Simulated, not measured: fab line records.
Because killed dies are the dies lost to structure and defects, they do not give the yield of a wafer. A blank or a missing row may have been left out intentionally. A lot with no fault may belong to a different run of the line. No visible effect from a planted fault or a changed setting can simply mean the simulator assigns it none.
2 desks, one fault / flow gf180mcu / only its own numbers are on each desk; what lay behind them is given at the end

METROLOGY DESK
Lot by lot, what the gauges showed, no matter which tool ran the lot: averages of those sampled wafers that carry a number. The brackets show how far a lot's mean lies from the usual mean; more than 4 standard deviations puts the lot out of limits, marked OUT.
Columns: A = V3_CVD_02_THK at GF_V3_THK_MEAS_03, usual 848 nm
lot=L382; first seen here=day 21 13:52; A=862
lot=L386; first seen here=day 22 21:47; A=841
lot=L387; first seen here=day 23 11:20; A=850
lot=L388; first seen here=day 24 07:08; A=841
lot=L391; first seen here=day 24 10:50; A=855
lot=L392; first seen here=day 24 23:41; A=834
lot=L393; first seen here=day 25 21:44; A=856
lot=L395; first seen here=day 26 03:31; A=852
lot=L396; first seen here=day 26 20:01; A=854
lot=L398; first seen here=day 26 22:59; A=801
lot=L405; first seen here=day 29 01:28; A=838
This desk found nothing out of limits on any of the 11 lots.

FOR THE TOOL OWNER'S DESK: pecvd-02
The tool's own readings at GF_V3_CVD_02 (deposits SiO2 from TEOS, target thk 850 nm, time 94.851 s): means of the sampled wafers that have a number, for each lot that ran on this tool. The brackets show how far a lot's mean lies from the usual mean; more than 4 standard deviations puts the lot out of limits, marked OUT.
Columns: A = heater power outer w at GF_V3_CVD_02, usual 394 W; B = heater power w at GF_V3_CVD_02, usual 682 W; C = run length s at GF_V3_CVD_02, usual 122.8 s
lot=L388; first seen here=day 24 07:04; A=391; B=658; C=122.6
lot=L391; first seen here=day 24 10:46; A=384; B=663; C=122.8
lot=L396; first seen here=day 26 19:56; A=404; B=675; C=122.8
lot=L398; first seen here=day 26 22:55; A=384; B=630; C=117.1 (-11) OUT
This desk finds L398 out of limits, L398 being first, at day 26 22:55 (run length s at GF_V3_CVD_02). L388, L391, L396 stayed within limits.

BROUGHT TOGETHER
The tool owner's desk had the chance to raise an alarm at day 26 22:55 on L398.
At the metrology desk, nothing out of limits was observed.
The metrology desk has L398 on record, within its limits.
Every lot named ran GF_V3_CVD_02 on pecvd-02.

WHAT WAS PUT IN BY THE SIMULATOR
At GF_V3_CVD_02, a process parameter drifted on pecvd-02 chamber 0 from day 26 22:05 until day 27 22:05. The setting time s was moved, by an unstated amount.
Shown lots that were struck: L398.
Each desk's first reading out of limits, in hours after the fault started: the tool owner's desk, 1.
